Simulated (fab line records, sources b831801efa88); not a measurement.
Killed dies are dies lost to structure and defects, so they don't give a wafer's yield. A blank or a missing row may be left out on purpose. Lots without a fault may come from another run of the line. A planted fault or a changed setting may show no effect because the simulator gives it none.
Chamber matching | flow gf180mcu | GF_STI_CMP_25 on cmp-02: 4 sister chambers
The step polishes, stops on Si3N4, t overpolish 33 s, target thk 524.6 nm. 8 wafers are shown with their chamber, then 8 later ones without.

WAFERS WITH THEIR CHAMBER
wafer  | chamber | motor_current_A (A) | time_to_endpoint_s (s)
L883.3 | 3       | 10.8                | 122
L884.2 | 0       | 13.6                | 132
L884.5 | 3       | 10.7                | 119
L885.1 | 1       | 13.5                | 116
L885.2 | 2       | 10.4                | 122
L885.3 | 0       | 12.9                | 124
L887.1 | 2       | 10.4                | 122
L887.2 | 1       | 12.0                | 116

WAFERS WITHOUT THEIR CHAMBER
wafer  | motor_current_A (A) | time_to_endpoint_s (s)
L887.4 | 12.1                | 124
L893.4 | 10.2                | 119
L894.1 | 10.6                | 123
L894.3 | 11.4                | 115
L894.4 | 12.9                | 119
L901.4 | 11.2                | 119
L901.5 | 13.1                | 127
L901.6 | 13.4                | 116

WHICH CHAMBER EACH WENT THROUGH
wafer  | from the rows above               | in truth
L887.4 | can't be placed: 0 or 3 or 1 or 2 | 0
L893.4 | can't be placed: 2 or 3           | 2
L894.1 | can't be placed: 2 or 3           | 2
L894.3 | can't be placed: 3 or 1 or 2      | 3
L894.4 | 1                                 | 1
L901.4 | can't be placed: 3 or 2 or 1      | 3
L901.5 | 0                                 | 0
L901.6 | 1                                 | 1
Placed correctly: 3 of 8. Can't be placed from these rows: 5 (the true chamber is among the candidates in 5). Placed wrongly: 0.
How it was worked out, from the rows above alone: a wafer's distance from a chamber is the root of the sum, over the readings, of the square of ((its reading less the chamber's mean) divided by the reading's scatter). The wafer belongs to the nearest chamber; if the next one is less than 2 further off, it can't be placed. A chamber's mean is the mean of its shown wafers. The scatter: the root of (the sum of the squares of (reading less its chamber's mean) over the shown wafers, divided by (wafers less chambers)).
